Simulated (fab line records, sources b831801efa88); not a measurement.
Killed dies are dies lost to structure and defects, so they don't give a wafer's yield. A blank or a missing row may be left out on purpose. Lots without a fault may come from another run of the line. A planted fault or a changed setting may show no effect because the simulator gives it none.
Which tool did it? | flow gf180mcu | 11 lots, 33 wafers sampled, at 5 steps of a route of 602

WHAT THE GAUGES READ, wafer by wafer
GF_CONTACT_THK_MEAS_26: measures by xrf. Usual: CONTACT_W_THK 286 nm, standard deviation 3.7.
lot  | measured     | on            | CONTACT_W_THK (nm) | flag
L727 | day 16 18:10 | film_metro-01 | 290 284 288        |
L728 | day 17 13:14 | film_metro-01 | 290 292 288        |
L729 | day 18 01:16 | film_metro-04 | 286 283 285        |
L732 | day 18 17:02 | film_metro-04 | 284 278 280        |
L734 | day 19 18:29 | film_metro-04 | 289 290 289        |
L739 | day 21 05:24 | film_metro-01 | 290 287 289        |
L740 | day 21 18:05 | film_metro-02 | 280 284 285        |
L741 | day 22 01:02 | film_metro-02 | 284 285 286        |
L742 | day 22 11:59 | film_metro-02 | 286 289 288        |
L743 | day 22 16:51 | film_metro-02 | 282 285 286        |
L745 | day 23 11:35 | film_metro-01 | 290 284 285        |

WHICH TOOL RAN EACH LOT (tool, then ch and the chambers of the sampled wafers, then the start)
lot  | GF_MVPSD_SOFTBAKE_03             | GF_MVPSD_STRIP_10                    | GF_VT_IMPLANT_STRIP_42               | GF_PSD_STRIP_10
L727 | litho_track-04 ch 0, day 5 04:01 | plasma_asher-03 ch 0,1, day 5 11:33  | plasma_asher-02 ch 0,1, day 8 01:24  | plasma_asher-01 ch 0,1, day 14 19:37
L728 | litho_track-04 ch 0, day 5 10:33 | plasma_asher-03 ch 0,1, day 5 18:13  | plasma_asher-02 ch 0,1, day 8 09:22  | plasma_asher-01 ch 0,1, day 15 12:54
L729 | litho_track-03 ch 0, day 5 16:08 | plasma_asher-03 ch 0,1, day 5 23:46  | plasma_asher-02 ch 0,1, day 8 15:47  | plasma_asher-04 ch 0,1, day 16 01:20
L732 | litho_track-04 ch 0, day 6 10:51 | plasma_asher-01 ch 0,1, day 6 18:32  | plasma_asher-04 ch 0,1, day 9 12:13  | plasma_asher-02 ch 0,1, day 16 17:15
L734 | litho_track-03 ch 0, day 6 22:14 | plasma_asher-02 ch 0,1, day 7 06:11  | plasma_asher-02 ch 0,1, day 10 01:23 | plasma_asher-01 ch 0,1, day 17 16:33
L739 | litho_track-03 ch 0, day 8 04:49 | plasma_asher-03 ch 0,1, day 8 13:39  | plasma_asher-04 ch 0,1, day 11 10:52 | plasma_asher-01 ch 0,1, day 19 01:43
L740 | litho_track-03 ch 0, day 8 13:00 | plasma_asher-02 ch 0,1, day 8 22:10  | plasma_asher-02 ch 0,1, day 11 21:52 | plasma_asher-01 ch 0,1, day 19 15:42
L741 | litho_track-02 ch 0, day 8 16:35 | plasma_asher-01 ch 0,1, day 9 00:59  | plasma_asher-02 ch 0,1, day 11 23:13 | plasma_asher-01 ch 0,1, day 19 23:14
L742 | litho_track-03 ch 0, day 8 23:49 | plasma_asher-01 ch 0,1, day 9 09:12  | plasma_asher-04 ch 0,1, day 12 09:27 | plasma_asher-01 ch 0,1, day 20 10:14
L743 | litho_track-03 ch 0, day 9 05:19 | plasma_asher-01 ch 0,1, day 9 13:57  | plasma_asher-04 ch 0,1, day 12 13:45 | plasma_asher-04 ch 0,1, day 20 14:11
L745 | litho_track-02 ch 0, day 9 16:53 | plasma_asher-01 ch 0,1, day 10 01:16 | plasma_asher-04 ch 0,1, day 13 04:02 | plasma_asher-01 ch 0,1, day 21 09:39
- GF_MVPSD_SOFTBAKE_03
- GF_MVPSD_STRIP_10: strips in O2/N2.
- GF_VT_IMPLANT_STRIP_42: strips in O2/N2.
- GF_PSD_STRIP_10: strips in O2/N2.

WHAT THE TOOLS THEMSELVES READ (means of the sampled wafers that have a number; where no wafer has one, the mark that the record gives instead)
GF_MVPSD_SOFTBAKE_03. Usual: heater_power_total_W 65.31 W, standard deviation 0.13; plate_temp_C 110.02 C, standard deviation 0.14.
lot  | tool           | heater_power_total_W (W) | plate_temp_C (C) | flag
L727 | litho_track-04 | 65.21                    | 110.03           |
L728 | litho_track-04 | 65.31                    | 109.99           |
L729 | litho_track-03 | 65.30                    | 110.01           |
L732 | litho_track-04 | 65.22                    | 110.14           |
L734 | litho_track-03 | 65.35                    | 109.95           |
L739 | litho_track-03 | 65.36                    | 110.01           |
L740 | litho_track-03 | 65.31                    | 110.12           |
L741 | litho_track-02 | 65.45                    | 109.97           |
L742 | litho_track-03 | 67.21                    | 112.27           | OFF
L743 | litho_track-03 | 67.25                    | 112.44           | OFF
L745 | litho_track-02 | 65.27                    | 109.93           |

GF_MVPSD_STRIP_10. Usual: chamber_pressure_mTorr 1500.0 mTorr, standard deviation 1.5; drypump_motor_current_A 5.8 A, standard deviation 0.46; heater_power_w 341 W, standard deviation 35; oes_product_au 0.723 a.u., standard deviation 0.0044; strip_time_to_endpoint_s 37.00 s, standard deviation 0.11.
lot  | tool            | chamber_pressure_mTorr (mTorr) | drypump_motor_current_A (A) | heater_power_w (W) | oes_product_au (a.u.) | strip_time_to_endpoint_s (s) | flag
L727 | plasma_asher-03 | 1501.5                         | 5.8                         | 333                | 0.722                 | 37.03                        |
L728 | plasma_asher-03 | 1500.0                         | 5.8                         | 344                | 0.723                 | 37.09                        |
L729 | plasma_asher-03 | 1501.3                         | 5.7                         | 328                | 0.723                 | 36.89                        |
L732 | plasma_asher-01 | 1501.1                         | 6.1                         | 392                | 0.720                 | 37.04                        |
L734 | plasma_asher-02 | 1502.2                         | 5.5                         | 316                | 0.724                 | 36.91                        |
L739 | plasma_asher-03 | 1500.4                         | 5.7                         | 331                | 0.725                 | 37.04                        |
L740 | plasma_asher-02 | 1499.2                         | 5.7                         | 311                | 0.717                 | 37.02                        |
L741 | plasma_asher-01 | 1499.5                         | 6.4                         | 362                | 0.720                 | 36.86                        |
L742 | plasma_asher-01 | 1500.1                         | 6.1                         | 387                | 0.726                 | 36.55                        | OFF
L743 | plasma_asher-01 | 1499.1                         | 6.1                         | 386                | 0.721                 | 36.76                        |
L745 | plasma_asher-01 | 1500.4                         | 6.1                         | 390                | 0.721                 | 37.12                        |

GF_VT_IMPLANT_STRIP_42. Usual: chamber_pressure_mTorr 1500.1 mTorr, standard deviation 1.3; drypump_motor_current_A 5.6 A, standard deviation 0.51; heater_power_w 323 W, standard deviation 13; oes_product_au 0.716 a.u., standard deviation 0.0047; strip_time_to_endpoint_s 12.65 s, standard deviation 0.031.
lot  | tool            | chamber_pressure_mTorr (mTorr) | drypump_motor_current_A (A) | heater_power_w (W) | oes_product_au (a.u.) | strip_time_to_endpoint_s (s) | flag
L727 | plasma_asher-02 | 1500.3                         | 5.5                         | 325                | 0.718                 | 12.61                        |
L728 | plasma_asher-02 | 1500.4                         | 5.4                         | 320                | 0.714                 | 12.62                        |
L729 | plasma_asher-02 | 1500.4                         | 5.5                         | 320                | 0.712                 | 12.66                        |
L732 | plasma_asher-04 | 1501.0                         | 5.2                         | 322                | 0.717                 | 12.63                        |
L734 | plasma_asher-02 | 1500.3                         | 5.7                         | 311                | 0.717                 | 12.65                        |
L739 | plasma_asher-04 | 1500.1                         | 5.7                         | 329                | 0.715                 | 12.66                        |
L740 | plasma_asher-02 | 1500.8                         | 5.7                         | 315                | 0.712                 | 12.64                        |
L741 | plasma_asher-02 | 1498.3                         | 5.5                         | 324                | 0.717                 | 12.64                        |
L742 | plasma_asher-04 | 1500.1                         | 5.7                         | 323                | 0.714                 | 12.66                        |
L743 | plasma_asher-04 | 1500.6                         | 5.3                         | 317                | 0.715                 | 12.63                        |
L745 | plasma_asher-04 | 1498.8                         | 5.7                         | 327                | 0.719                 | 12.64                        |

GF_PSD_STRIP_10. Usual: chamber_pressure_mTorr 1500.2 mTorr, standard deviation 1.5; drypump_motor_current_A 5.9 A, standard deviation 0.65; heater_power_w 351 W, standard deviation 37; oes_product_au 0.592 a.u., standard deviation 0.0041; strip_time_to_endpoint_s 16.53 s, standard deviation 0.031.
lot  | tool            | chamber_pressure_mTorr (mTorr) | drypump_motor_current_A (A) | heater_power_w (W) | oes_product_au (a.u.) | strip_time_to_endpoint_s (s) | flag
L727 | plasma_asher-01 | 1500.1                         | 6.1                         | 386                | 0.593                 | 16.58                        |
L728 | plasma_asher-01 | 1500.8                         | 6.1                         | 387                | 0.593                 | 16.51                        |
L729 | plasma_asher-04 | 1499.3                         | 5.3                         | 322                | 0.590                 | 16.54                        |
L732 | plasma_asher-02 | 1501.0                         | 5.7                         | 313                | 0.594                 | 16.52                        |
L734 | plasma_asher-01 | 1499.7                         | 6.4                         | 361                | 0.593                 | 16.52                        |
L739 | plasma_asher-01 | 1499.9                         | 6.1                         | 403                | 0.592                 | 16.51                        |
L740 | plasma_asher-01 | 1500.7                         | 6.1                         | 389                | 0.592                 | 16.55                        |
L741 | plasma_asher-01 | 1501.0                         | 6.3                         | 378                | 0.590                 | 16.57                        |
L742 | plasma_asher-01 | 1501.0                         | 6.4                         | 380                | 0.591                 | 16.53                        |
L743 | plasma_asher-04 | 1501.3                         | 5.2                         | 324                | 0.596                 | 16.51                        |
L745 | plasma_asher-01 | 1500.2                         | 6.3                         | 377                | 0.590                 | 16.51                        |

THE ANSWER, worked out from the rows above alone
Rule: a lot is off if the mean of its wafers that have a number lies more than 3 standard deviations from the usual mean. A lot without any number at a reading at which 4 lots or more have one is off too. The other lots that the step has rows for count as sound. The gauges are gone through in route order, then the tools' own readings, and for those a lot's mean is taken as printed above. The first step at which some lot is off is used, and at that step the reading that is off furthest; a lot without a number counts as furthest.
Off: L742, L743, at GF_MVPSD_SOFTBAKE_03 (plate_temp_C).
A tool fits if, at that step or a process step before it, it ran every lot that is off, and no sound lot after the first of them. One fits: litho_track-03 at GF_MVPSD_SOFTBAKE_03. Its last sound lot is L740 (day 8 13:00), its first lot that is off L742 (day 8 23:49): a fault that began between those two fits.
The tool's own readings at GF_MVPSD_SOFTBAKE_03 bear it out: on the lots that are off they differ by more than 5 times the standard deviation of the sound lots' means. heater_power_total_W reads 67.23 W there against 65.31 W on the sound lots; plate_temp_C reads 112.35 C there against 110.02 C on the sound lots.

WHAT THE SIMULATOR HAD PUT IN
Process parameter drift: litho_track-03, from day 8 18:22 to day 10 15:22, at GF_MVPSD_SOFTBAKE_03. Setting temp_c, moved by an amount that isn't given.
Lots struck among those shown: L742, L743. The rule above found the same.
